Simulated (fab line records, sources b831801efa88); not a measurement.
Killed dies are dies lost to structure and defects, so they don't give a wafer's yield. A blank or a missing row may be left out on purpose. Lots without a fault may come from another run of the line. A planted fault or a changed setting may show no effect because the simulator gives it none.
Chamber matching | flow sfq_line | SFQ_TRILAYER_I6_CMP_CMP_166 on cmp-01: 4 sister chambers
The step polishes SiO2. 8 wafers are shown with their chamber, then 7 later ones without.

WAFERS WITH THEIR CHAMBER
wafer  | chamber | motor_current_A (A) | time_to_endpoint_s (s)
L901.5 | 2       | 11.3                | 207
L904.1 | 2       | 11.6                | 203
L904.6 | 0       | 11.6                | 209
L905.2 | 1       | 9.5                 | 223
L905.1 | 3       | 10.8                | 223
L905.5 | 1       | 9.3                 | 220
L913.3 | 0       | 11.3                | 208
L913.5 | 3       | 11.7                | 226

WAFERS WITHOUT THEIR CHAMBER
wafer  | motor_current_A (A) | time_to_endpoint_s (s)
L913.6 | 11.7                | 214
L915.1 | 9.7                 | 219
L915.2 | 11.4                | 216
L915.5 | 11.8                | 224
L916.2 | 9.4                 | 209
L916.3 | 11.4                | 205
L916.5 | 9.5                 | 218

WHICH CHAMBER EACH WENT THROUGH
wafer  | from the rows above          | in truth
L913.6 | can't be placed: 0 or 2      | 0
L915.1 | 1                            | 1
L915.2 | can't be placed: 0 or 3 or 2 | 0
L915.5 | 3                            | 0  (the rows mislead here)
L916.2 | can't be placed: 0 or 1 or 2 | 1
L916.3 | can't be placed: 2 or 0      | 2
L916.5 | 1                            | 1
Placed correctly: 2 of 7. Can't be placed from these rows: 4 (the true chamber is among the candidates in 4). Placed wrongly: 1.
How it was worked out, from the rows above alone: a wafer's distance from a chamber is the root of the sum, over the readings, of the square of ((its reading less the chamber's mean) divided by the reading's scatter). The wafer belongs to the nearest chamber; if the next one is less than 2 further off, it can't be placed. A chamber's mean is the mean of its shown wafers. The scatter: the root of (the sum of the squares of (reading less its chamber's mean) over the shown wafers, divided by (wafers less chambers)).
